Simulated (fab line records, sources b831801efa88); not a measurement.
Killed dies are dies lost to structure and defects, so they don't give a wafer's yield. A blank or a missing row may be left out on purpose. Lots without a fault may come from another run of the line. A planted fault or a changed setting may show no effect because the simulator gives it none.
Which tool did it? | flow sky130 | 15 lots, 45 wafers sampled, at 3 steps of a route of 708

WHAT THE GAUGES READ, wafer by wafer
SKY_VIA3_OVL_MEAS_13. Usual: VIA3_OVL 0 nm, standard deviation 6.3.
lot  | measured     | on         | VIA3_OVL (nm) | flag
L319 | day 40 18:50 | overlay-02 | 9 -5 -1       |
L321 | day 40 19:32 | overlay-01 | -9 -6 1       |
L320 | day 40 23:47 | overlay-01 | -5 -8 -9      |
L322 | day 41 06:29 | overlay-01 | 1 1 15        |
L323 | day 42 06:02 | overlay-01 | 8 8 -8        |
L324 | day 42 08:14 | overlay-01 | -4 1 3        |
L330 | day 43 12:29 | overlay-01 | 1 -3 -6       |
L331 | day 43 21:02 | overlay-01 | -3 3 12       |
L332 | day 44 06:41 | overlay-02 | -8 0 -12      |
L333 | day 44 10:20 | overlay-02 | -7 0 0        |
L334 | day 44 13:38 | overlay-02 | 7 10 8        |
L335 | day 45 09:17 | overlay-01 | 1 -5 -1       |
L336 | day 45 12:44 | overlay-01 | -2 -1 0       |
L337 | day 46 02:05 | overlay-01 | -6 -8 6       |
L339 | day 47 01:17 | overlay-01 | -3 -1 -2      |

SKY_VIA3_RS_MEAS_22: measures by four-point-probe. Usual: VIA3_W_RS 0.292 ohm/sq, standard deviation 0.0038.
lot  | measured     | on            | VIA3_W_RS (ohm/sq) | flag
L319 | day 40 19:46 | film_metro-02 | 0.288 0.289 0.295  |
L321 | day 40 20:34 | film_metro-01 | 0.294 0.297 0.295  |
L320 | day 41 01:07 | film_metro-02 | 0.285 0.297 0.299  |
L322 | day 41 07:28 | film_metro-04 | 0.295 0.294 0.290  |
L323 | day 42 06:58 | film_metro-02 | 0.292 0.292 0.298  |
L324 | day 42 09:10 | film_metro-02 | 0.293 0.299 0.301  |
L330 | day 43 13:24 | film_metro-01 | 0.293 0.294 0.294  |
L331 | day 43 21:58 | film_metro-04 | 0.293 0.294 0.291  |
L332 | day 44 07:44 | film_metro-01 | 0.288 0.289 0.287  |
L333 | day 44 11:20 | film_metro-04 | 0.297 0.290 0.299  |
L334 | day 44 14:35 | film_metro-02 | 0.288 0.292 0.290  |
L335 | day 45 10:13 | film_metro-04 | 0.292 0.285 0.285  |
L336 | day 45 13:51 | film_metro-04 | 0.289 0.298 0.290  |
L337 | day 46 02:59 | film_metro-01 | 0.289 0.289 0.293  |
L339 | day 47 02:19 | film_metro-01 | 0.287 0.287 0.288  |

SKY_VIA3_THK_MEAS_23: measures by xrf. Usual: VIA3_W_THK 381 nm, standard deviation 6.1.
lot  | measured     | on            | VIA3_W_THK (nm) | flag
L319 | day 40 19:53 | film_metro-02 | 389 388 379     |
L321 | day 40 20:40 | film_metro-01 | 377 372 372     |
L320 | day 41 01:14 | film_metro-02 | 390 376 374     |
L322 | day 41 07:34 | film_metro-04 | 384 386 387     |
L323 | day 42 07:05 | film_metro-02 | 381 381 371     |
L324 | day 42 09:16 | film_metro-02 | 379 372 369     |
L330 | day 43 13:31 | film_metro-01 | 375 376 371     |
L331 | day 43 22:05 | film_metro-04 | 388 384 390     |
L332 | day 44 07:52 | film_metro-01 | 386 383 384     |
L333 | day 44 11:26 | film_metro-04 | 372 379 369     |
L334 | day 44 14:41 | film_metro-02 | 389 384 389     |
L335 | day 45 10:20 | film_metro-04 | 385 394 394     |
L336 | day 45 13:58 | film_metro-04 | 390 379 388     |
L337 | day 46 03:07 | film_metro-01 | 378 376 373     |
L339 | day 47 02:26 | film_metro-01 | 382 382 378     |

WHICH TOOL RAN EACH LOT (tool, then ch and the chambers of the sampled wafers, then the start)
The record holds no process step before these readings.

WHAT THE TOOLS THEMSELVES READ (means of the sampled wafers that have a number; where no wafer has one, the mark that the record gives instead)
The record holds no such reading with a usual standard deviation.

THE ANSWER, worked out from the rows above alone
Rule: a lot is off if the mean of its wafers that have a number lies more than 3 standard deviations from the usual mean. A lot without any number at a reading at which 4 lots or more have one is off too. The other lots that the step has rows for count as sound. The gauges are gone through in route order, then the tools' own readings, and for those a lot's mean is taken as printed above. The first step at which some lot is off is used, and at that step the reading that is off furthest; a lot without a number counts as furthest.
No lot is off at any reading shown: from this, nothing can be told.

WHAT THE SIMULATOR HAD PUT IN
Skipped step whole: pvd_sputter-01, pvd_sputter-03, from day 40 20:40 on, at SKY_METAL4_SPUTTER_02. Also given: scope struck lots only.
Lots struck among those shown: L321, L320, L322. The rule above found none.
